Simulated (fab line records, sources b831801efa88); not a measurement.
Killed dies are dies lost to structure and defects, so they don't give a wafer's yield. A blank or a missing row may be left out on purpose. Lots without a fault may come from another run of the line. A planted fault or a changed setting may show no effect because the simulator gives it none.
Which tool did it? | flow gf180mcu | 6 lots, 18 wafers sampled, at 3 steps of a route of 602

WHAT THE GAUGES READ, wafer by wafer
GF_VT_IMPLANT_TW_MEAS_21.
lot  | measured     | on            | VT_IMPLANT_2_TW
L558 | day 6 17:21  | film_metro-01 | 1231 1228 1228
L560 | day 7 08:51  | film_metro-02 | 1200 1205 1200
L564 | day 8 11:07  | film_metro-03 | 1217 1212 1213
L566 | day 8 23:45  | film_metro-01 | 1224 1229 1228
L573 | day 10 20:03 | film_metro-03 | 1212 30 30
L577 | day 11 11:24 | film_metro-01 | 1237 1228 1232

WHICH TOOL RAN EACH LOT (tool, then ch and the chambers of the sampled wafers, then the start)
lot  | GF_VT_IMPLANT_DEVELOP_17          | GF_VT_IMPLANT_STRIP_20
L558 | litho_track-02 ch 0, day 6 16:55  | plasma_asher-04 ch 0,1, day 6 17:15
L560 | litho_track-02 ch 0, day 7 08:25  | plasma_asher-02 ch 1, day 7 08:45
L564 | litho_track-02 ch 0, day 8 10:41  | plasma_asher-03 ch 0,1, day 8 11:00
L566 | litho_track-02 ch 0, day 8 23:19  | plasma_asher-03 ch 0,1, day 8 23:39
L573 | litho_track-02 ch 0, day 10 19:37 | plasma_asher-03 ch 0,1, day 10 19:57
L577 | litho_track-01 ch 0, day 11 10:58 | plasma_asher-03 ch 0,1, day 11 11:18
- GF_VT_IMPLANT_DEVELOP_17: develop time 60 s.
- GF_VT_IMPLANT_STRIP_20: strips in O2/N2.

THE ANSWER, worked out from the rows above alone
Rule: what is usual is taken from the lots themselves. Put in order of their means at a reading, lots are off if they are a third of the lots or fewer, leave a main group of 4 or more, and stand apart from it by a gap of 3 or more times the standard deviation of the main group's means; of several such gaps the widest counts. A main group whose means are all the same, to the digits that the tables above print for the reading, isn't used. A lot without any number at a reading at which 4 lots or more have one is off too. The other lots that the step has rows for count as sound.
Off: L573, at GF_VT_IMPLANT_TW_MEAS_21 (VT_IMPLANT_2_TW). The main group: mean 1221, standard deviation 11.
A tool fits if, at a process step before that reading, it ran every lot that is off, and no sound lot after the first of them. The gauges at GF_VT_IMPLANT_TW_MEAS_21 are tried like those tools. Can't be told from this: 2 tools fit, litho_track-02 at GF_VT_IMPLANT_DEVELOP_17, film_metro-03 at GF_VT_IMPLANT_TW_MEAS_21.

WHAT THE SIMULATOR HAD PUT IN
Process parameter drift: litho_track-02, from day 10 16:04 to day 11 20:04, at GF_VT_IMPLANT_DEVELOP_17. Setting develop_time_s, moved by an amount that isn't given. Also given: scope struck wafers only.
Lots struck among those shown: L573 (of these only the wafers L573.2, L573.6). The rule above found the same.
